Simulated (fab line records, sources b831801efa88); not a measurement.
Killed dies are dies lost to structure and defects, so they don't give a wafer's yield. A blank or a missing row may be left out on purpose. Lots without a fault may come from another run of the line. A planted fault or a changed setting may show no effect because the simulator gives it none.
fab line records | flow sky130
record lots=11 wafers=33 last_day=51
route steps=708 shown METAL5@661 PAD_OPEN@708
lots that met no fault: from a run of the same line without faults
start_h: hours from the record's first day to the start of the lot's first wafer shown | wait_h: hours since the lot's step before | " the same as in the row above | L1.1+2: a row that stands for several wafers | - no value, or no start given | * or withheld: withheld | < > ~ a bound
route shown NAME@n: a module of which the file shows steps, and the number in the route of the first | usual: mean/standard deviation of fault-free wafers | same: alike in all rows | chamber/n: place in a boat | sites: the reading at each site | _std_site: their standard deviation | _edge_site: outer sites' mean less inner sites' | radius_mm: how far each site lies from the wafer's centre | mask NAME#n: copy n | behind: the tool/chamber that last shaped the wafer | hold: why the lot was held/for how many hours/how that ended | device: the transistor (n, p or np) that didn't switch | end of line: the same wafers' tests at the end of the route | a step without rows: its recipe alone | killed: dies lost to structure and defects at the first sort, not the wafer's yield | map: a wafer's dies, x killed, . not, _ none there
set.NAME: the setting as run; set.NAME@STEP: as run at that earlier step | model.NAME: the simulator's own value behind a step, which no gauge read
steps of the route over a sample of lots; a table a step, a row a wafer
services: from which hour (start_h, from the record's first day; less than 0 if before it) a tool's chamber was out of use, for how many hours, and why
## steps
# step SKY_METAL5_SPUTTER_00
# recipe material=Ti target_thk_nm=15 power_w=3000 time_s=10 chamber_pressure_pa=0.4
# usual throttle_valve_pct=29.5/1.1
# columns lot.wafer tool chamber start_h wait_h throttle_valve_pct
L372.1 pvd_sputter-04 - 1015.83 0.2 30.7
L372.3 " - " " 29.5
L372.6 " - " " 30.5
L374.1 pvd_sputter-04 - 1027.10 0.2 29.5
L374.3 " - " " 30.6
L374.5 " - " " 30.6
L378.2 pvd_sputter-02 - 1057.18 0.2 30.4
L378.4 " - " " 30.1
L378.6 " - " " 29.9
L379.4 pvd_sputter-04 - 1069.21 0.1 29.1
L379.5 " - " " 30.7
L379.6 " - " " 28.5
L385.1 pvd_sputter-02 - 1098.32 0.2 28.2
L385.2 " - " " 27.1
L385.6 " - " " 30.1
L387.2 pvd_sputter-01 - 1115.63 0.2 29.6
L387.3 " - " " 30.1
L387.5 " - " " 30.9
L388.1 pvd_sputter-01 - 1116.66 0.1 30.3
L388.2 " - " " 30.9
L388.6 " - " " 29.6
L389.1 pvd_sputter-02 - 1120.70 0.2 28.5
L389.4 " - " " 30.1
L389.5 " - " " 28.0
L393.1 pvd_sputter-02 - 1156.91 0.2 27.0
L393.4 " - " " 30.1
L393.5 " - " " 30.2
L394.1 pvd_sputter-04 - 1157.26 0.1 29.4
L394.3 " - " " 29.3
L394.6 " - " " 29.6
L395.4 pvd_sputter-01 - 1161.58 0.2 29.9
L395.5 " - " " 29.7
L395.6 " - " " 30.3
# step SKY_METAL5_DESCUM_14
# recipe chemistry=O2 source_power_w=150 bias_power_w=0 pressure_mtorr=10 temp_c=40 time_s=11
# usual chamber_pressure_mTorr=9.999/0.0095 drypump_motor_current_A=5.61/0.27 oes_product_au=1.003/0.01
# columns lot.wafer tool chamber start_h wait_h chamber_pressure_mTorr drypump_motor_current_A oes_product_au rf_hours_counter_h
L372.1 rie_metal-01 1 1038.67 0.1 10.016 5.86 1.018 20
L372.3 " 0 " " 10.005 5.72 1.008 -
L372.6 " 1 " " 10.004 5.88 1.018 -
L374.1 rie_metal-02 1 1049.16 0.1 9.995 5.50 1.000 19
L374.3 " 1 " " 9.990 5.48 0.990 -
L374.5 " 1 " " 10.005 5.47 0.998 -
L378.2 rie_metal-04 0 1076.57 0.1 9.987 5.44 1.014 22
L378.4 " 1 " " 10.002 5.20 0.991 -
L378.6 " 1 " " 10.006 5.20 0.988 -
L379.4 rie_metal-01 1 1090.18 0.1 10.007 5.87 1.021 -
L379.5 " 1 " " 10.000 5.88 1.025 -
L379.6 " 0 " " 10.010 5.72 1.013 -
L385.1 rie_metal-04 1 1118.07 0.1 10.001 5.19 0.993 20
L385.2 " 0 " " 9.992 5.45 1.013 25
L385.6 " 1 " " 10.008 5.17 0.987 -
L387.2 rie_metal-02 1 1135.32 0.1 9.997 5.49 1.006 26
L387.3 " 1 " " 10.003 5.49 1.001 -
L387.5 " 1 " " 10.002 5.50 1.013 -
L388.1 rie_metal-02 0 1136.71 0.1 9.994 6.03 0.989 5
L388.2 " 1 " " 10.005 5.47 0.997 26
L388.6 " 1 " " 10.006 5.48 1.009 -
L389.1 rie_metal-01 0 1140.52 0.1 10.005 5.72 1.007 23
L389.4 " 0 " " 10.004 5.71 1.011 -
L389.5 " 0 " " 9.997 5.71 1.008 -
L393.1 rie_metal-01 0 1174.92 0.1 9.988 5.71 1.006 28
L393.4 " 1 " " 10.002 5.87 0.998 -
L393.5 " 1 " " 10.005 5.86 1.001 -
L394.1 rie_metal-04 1 1175.22 0.1 9.990 5.19 0.993 26
L394.3 " 1 " " 10.013 5.18 1.001 -
L394.6 " 1 " " 10.008 5.20 0.992 -
L395.4 rie_metal-02 0 1179.30 0.1 9.990 6.05 0.988 -
L395.5 " 0 " " 9.998 6.03 0.992 -
L395.6 " 0 " " 9.997 6.04 0.982 -
# step SKY_METAL5_METAL_ETCH_15
# recipe target_depth_a=12600 stop_on=SiO2 over_etch_frac=0.2 time_s=252 chemistry=Cl2/BCl3 resist_sidewall_deg=86 pressure_mtorr=10 icp_w=900 bias_w=48.5 Cl2_flow_sccm=60 bcl3_flow_sccm=30
# usual chamber_pressure_mTorr=9.999/0.0088 drypump_motor_current_A=5.61/0.27 oes_product_au=0.893/0.005 throttle_valve_pct=22.262/0.0085
# columns lot.wafer tool chamber start_h wait_h chamber_pressure_mTorr drypump_motor_current_A oes_product_au rf_hours_counter_h throttle_valve_pct
L372.1 rie_metal-01 1 1038.70 0.0 9.998 5.88 0.891 20 22.285
L372.3 " 0 " " 10.020 5.68 0.897 - 22.259
L372.6 " 1 " " 9.999 5.86 0.900 - 22.268
L374.1 rie_metal-02 1 1049.23 0.1 9.994 5.46 0.894 19 22.251
L374.3 " 1 " " 10.000 5.48 0.894 - 22.265
L374.5 " 1 " " 9.989 5.51 0.901 - 22.248
L378.2 rie_metal-04 0 1076.60 0.0 10.006 5.47 0.896 22 22.276
L378.4 " 1 " " 10.008 5.15 0.895 - 22.269
L378.6 " 1 " " 10.008 5.19 0.891 - 22.273
L379.4 rie_metal-01 1 1090.28 0.1 9.999 5.84 0.880 - 22.265
L379.5 " 1 " " 10.001 5.83 0.893 - 22.275
L379.6 " 0 " " 9.997 5.71 0.883 - 22.251
L385.1 rie_metal-04 1 1118.10 0.0 10.012 5.19 0.890 21 22.252
L385.2 " 0 " " 9.997 5.42 0.896 25 22.262
L385.6 " 1 " " 9.987 5.18 0.888 - 22.271
L387.2 rie_metal-02 1 1135.35 0.0 10.017 5.48 0.890 26 22.273
L387.3 " 1 " " 10.000 5.47 0.895 - 22.271
L387.5 " 1 " " 9.989 5.48 0.890 - 22.262
L388.1 rie_metal-02 0 1136.75 0.0 10.011 6.05 0.905 5 22.261
L388.2 " 1 " " 10.007 5.47 0.888 26 22.268
L388.6 " 1 " " 9.998 5.49 0.891 - 22.258
L389.1 rie_metal-01 0 1140.59 0.1 9.990 5.70 0.888 23 22.264
L389.4 " 0 " " 10.003 5.69 0.891 - 22.258
L389.5 " 0 " " 9.988 5.70 0.893 - 22.258
L393.1 rie_metal-01 0 1174.95 0.0 9.993 5.73 0.900 28 22.258
L393.4 " 1 " " 9.998 5.85 0.885 - 22.260
L393.5 " 1 " " 9.992 5.87 0.893 - 22.263
L394.1 rie_metal-04 1 1175.25 0.0 10.005 5.18 0.899 26 22.256
L394.3 " 1 " " 10.003 5.16 0.898 - 22.267
L394.6 " 1 " " 10.009 5.16 0.897 - 22.250
L395.4 rie_metal-02 0 1179.56 0.3 9.997 6.03 0.901 - 22.262
L395.5 " 0 " " 9.997 6.05 0.895 - 22.270
L395.6 " 0 " " 9.988 6.04 0.892 - 22.267
# step SKY_METAL5_STRIP_16
# recipe chemistry=O2/N2 power_w=1400 pressure_mtorr=1500 platen_temp_c=withheld o2_flow_sccm=3000 n2_flow_sccm=300 overash_fraction=0.5
# usual chamber_pressure_mTorr=1500.0/1.5 drypump_motor_current_A=5.2/0.42 oes_product_au=0.710/0.0045 strip_time_to_endpoint_s=13.04/0.15
# columns lot.wafer tool chamber start_h wait_h chamber_pressure_mTorr drypump_motor_current_A oes_product_au rf_hours_counter_h strip_time_to_endpoint_s
L372.1 plasma_asher-02 1 1038.94 0.2 1502.2 5.4 0.714 120 12.85
L372.3 " 0 " " 1498.6 5.1 0.713 - 13.11
L372.6 " 0 " " 1504.2 5.1 0.707 - 12.87
L374.1 plasma_asher-04 1 1049.70 0.4 1499.5 5.2 0.712 31 13.12
L374.3 " 0 " " 1499.5 4.9 0.710 - 13.19
L374.5 " 0 " " 1499.3 4.9 0.698 - 13.01
L378.2 plasma_asher-04 1 1076.84 0.2 1499.8 5.2 0.706 34 12.83
L378.4 " 1 " " 1501.0 5.2 0.712 - 13.12
L378.6 " 0 " " 1499.3 4.9 0.705 - 13.08
L379.4 plasma_asher-01 1 1090.47 0.1 1500.9 4.6 0.715 - 12.82
L379.5 " 0 " " 1500.1 5.9 0.711 - 12.82
L379.6 " 1 " " 1498.5 4.6 0.711 - 12.79
L385.1 plasma_asher-02 1 1118.34 0.2 1498.8 5.4 0.715 5 13.25
L385.2 " 0 " " 1499.4 5.1 0.713 5 13.02
L385.6 " 0 " " 1502.5 5.0 0.709 - 13.11
L387.2 plasma_asher-04 1 1135.59 0.2 1501.1 5.2 0.711 39 13.10
L387.3 " 0 " " 1501.3 4.9 0.711 - 13.10
L387.5 " 0 " " 1500.7 4.9 0.707 - 13.04
L388.1 plasma_asher-02 0 1136.98 0.2 1500.6 5.1 0.708 7 13.16
L388.2 " 1 " " 1499.9 5.4 0.718 7 13.06
L388.6 " 0 " " 1498.9 5.1 0.716 - 13.02
L389.1 plasma_asher-04 0 1141.06 0.4 1499.6 4.9 0.717 40 12.79
L389.4 " 1 " " 1500.0 5.2 0.712 - 12.98
L389.5 " 1 " " 1497.4 5.2 0.716 - 12.93
L393.1 plasma_asher-04 0 1175.19 0.2 1496.1 4.9 0.705 43 13.01
L393.4 " 1 " " 1499.2 5.2 0.713 - 13.07
L393.5 " 0 " " 1502.1 4.9 0.703 - 13.04
L394.1 plasma_asher-01 0 1175.49 0.2 1502.2 5.9 0.699 104 13.24
L394.3 " 1 " " 1498.5 4.7 0.712 - 13.21
L394.6 " 0 " " 1501.7 5.9 0.712 - 13.19
L395.4 plasma_asher-02 0 1179.83 0.2 1499.9 5.1 0.709 - 13.28
L395.5 " 1 " " 1502.2 5.4 0.717 - 13.27
L395.6 " 0 " " 1498.1 5.1 0.719 - 13.20
# step SKY_PAD_OPEN_PROBE_99
# usual defect_limited_yield=82.3/1.8 killed_at_M0_to_M3=43/6 killed_at_M4_up=3.2/1.9 killed_at_contacts=25/5.4 killed_at_front_end=15/4.5 killed_at_other=0.3/0.59 killed_dies=87/8.7 killed_open=47/6.7 killed_short=39/5.7 sort_bin_3_pad_short=0.9/0.43 sort_bin_5_function=10.4/1.4 sort_bin_6_memory=6.4/1.2 sort_n_pass=405/8.7 sort_yield_pct=82.3/1.8
# same gross_dies=492 killed_at_back_side=0 sort_bin_4_leakage[%]=0 sort_bin_8_speed[%]=0
# columns lot.wafer tool chamber start_h wait_h defect_limited_yield[%] killed_at_M0_to_M3 killed_at_M4_up killed_at_contacts killed_at_front_end killed_at_other killed_dies killed_open killed_short sort_bin_3_pad_short[%] sort_bin_5_function[%] sort_bin_6_memory[%] sort_n_pass sort_yield_pct[%]
L379.4 prober-02 - 1133.39 0.2 80.3 38 36 20 3 0 97 30 33 2.0 11.0 6.7 395 80.3
L379.5 prober-02 - 1133.44 0.2 81.9 50 4 16 19 0 89 50 39 0.8 12.2 5.1 403 81.9
L379.6 prober-02 - 1133.49 0.2 82.3 50 4 20 12 1 87 44 43 1.0 10.2 6.5 405 82.3
L387.2 prober-02 - 1176.14 0.1 82.9 47 4 21 12 0 84 49 34 1.4 9.6 6.1 408 82.9
L387.3 prober-02 - 1176.19 0.2 82.9 46 2 23 12 1 84 45 37 1.2 10.2 5.7 408 82.9
L387.5 prober-02 - 1176.29 0.2 80.5 47 7 29 13 0 96 48 47 1.6 10.6 7.3 396 80.5
L388.1 prober-01 - 1177.53 0.1 83.7 40 5 24 11 0 80 46 32 0.4 12.2 3.7 412 83.7
L388.2 prober-01 - 1177.58 0.1 83.3 38 2 22 20 0 82 45 37 0.8 9.3 6.5 410 83.3
L388.6 prober-01 - 1177.78 0.2 80.1 47 2 37 12 0 98 50 48 0.6 12.0 7.3 394 80.1
# killed by level:class
L379.4 METAL5:unspecified=34 VIA1:geometric_particle:open=9 VIA1:geometric_particle:short=8 CONTACT:geometric_particle:short=7 CONTACT:geometric_particle:open=5 VIA2:geometric_particle:open=5 VIA3:geometric_particle:open=5 METAL2:geometric_particle:short=4
L379.5 VIA1:geometric_particle:open=11 VIA3:geometric_particle:open=10 CONTACT:geometric_particle:short=7 VIA2:geometric_particle:open=7 FIELD_ISO:geometric_particle:open=6 VIA1:geometric_particle:short=6 VIA2:geometric_particle:short=6 POLY_GATE:geometric_particle:open=5
L379.6 VIA1:geometric_particle:open=13 CONTACT:geometric_particle:open=9 METAL1:geometric_particle:short=9 VIA1:geometric_particle:short=6 VIA2:geometric_particle:open=5 FIELD_ISO:geometric_particle:open=4 LI_CONTACT:geometric_particle:open=4 METAL2:geometric_particle:short=4
L387.2 CONTACT:geometric_particle:open=13 VIA1:geometric_particle:open=12 VIA2:geometric_particle:open=10 VIA1:geometric_particle:short=6 POLY_GATE:geometric_particle:open=4 METAL1:geometric_particle:short=4 CONTACT:geometric_particle:short=4 METAL1:geometric_particle:open=4
L387.3 VIA1:geometric_particle:open=16 LOCAL_INTERCONNECT:geometric_particle:short=7 VIA2:geometric_particle:open=7 CONTACT:geometric_particle:short=5 VIA3:geometric_particle:open=5 LI_CONTACT:geometric_particle:short=4 CONTACT:geometric_particle:open=4 VIA1:geometric_particle:short=4
L387.5 CONTACT:geometric_particle:open=12 VIA1:geometric_particle:open=10 METAL2:geometric_particle:short=7 LI_CONTACT:geometric_particle:open=6 CONTACT:geometric_particle:short=6 METAL1:geometric_particle:short=6 VIA2:geometric_particle:open=5 METAL4:geometric_particle:short=5
L388.1 CONTACT:geometric_particle:open=7 VIA3:geometric_particle:open=7 VIA1:geometric_particle:open=7 LI_CONTACT:geometric_particle:open=6 CONTACT:geometric_particle:short=5 VIA2:geometric_particle:open=5 LOCAL_INTERCONNECT:geometric_particle:short=4 METAL1:geometric_particle:short=4
L388.2 CONTACT:geometric_particle:open=10 FIELD_ISO:geometric_particle:open=8 METAL1:geometric_particle:short=8 VIA1:geometric_particle:open=7 CONTACT:geometric_particle:short=6 VIA2:geometric_particle:open=5 METAL2:geometric_particle:short=5 POLY_GATE:geometric_particle:open=4
L388.6 CONTACT:geometric_particle:open=12 VIA1:geometric_particle:open=9 LI_CONTACT:geometric_particle:short=7 LI_CONTACT:geometric_particle:open=6 METAL1:geometric_particle:short=6 VIA2:geometric_particle:open=6 VIA3:geometric_particle:open=6 CONTACT:geometric_particle:short=5
## services
# columns tool chamber start_h hours kind
pvd_sputter-01 - 1019.09 2.4 repair
rie_metal-04 - 1023.55 2.8 pm
rie_metal-02 0 1044.71 - clean
rie_metal-02 0 1044.71 23.0 scheduled_down
rie_metal-02 0 1044.71 23.0 vent_cycle
plasma_asher-02 - 1055.30 9.0 pm
plasma_asher-02 0 1055.30 9.0 vent_cycle
plasma_asher-02 1 1055.30 9.0 vent_cycle
plasma_asher-02 0 1064.30 - clean
plasma_asher-02 1 1064.30 - clean
rie_metal-01 1 1140.15 - clean
rie_metal-01 1 1140.15 - consumable_replace:focus_ring
rie_metal-01 1 1140.15 25.7 scheduled_down
rie_metal-01 1 1140.15 25.7 vent_cycle
plasma_asher-04 - 1157.19 3.5 repair
pvd_sputter-02 - 1159.99 2.1 repair
rie_metal-02 1 1160.21 - clean
rie_metal-02 1 1160.21 - consumable_replace:focus_ring
rie_metal-02 1 1160.21 23.3 scheduled_down
rie_metal-02 1 1160.21 23.3 vent_cycle
## key
first_sign step=SKY_PAD_OPEN_PROBE_99 reading=killed_at_M4_up direction=up sigmas=17 usual=3.2 struck=36
effect step=SKY_PAD_OPEN_PROBE_99 reading=sort_bin_3_pad_short direction=up sigmas=2.6 usual=0.9 struck=2.0
met_at SKY_METAL5_SPUTTER_00
struck_lots L379
struck_wafers L379.4
not_acting_at SKY_METAL5_DESCUM_14,SKY_METAL5_METAL_ETCH_15,SKY_METAL5_STRIP_16
onset_between 1015.83 1069.21
fault kind=chamber_particle_source tool=pvd_sputter-04 chamber=- onset_h=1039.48 steps=SKY_METAL5_SPUTTER_00 rate_per_visit_cm2=0.89573 end_h=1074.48 scope=struck_wafers_only
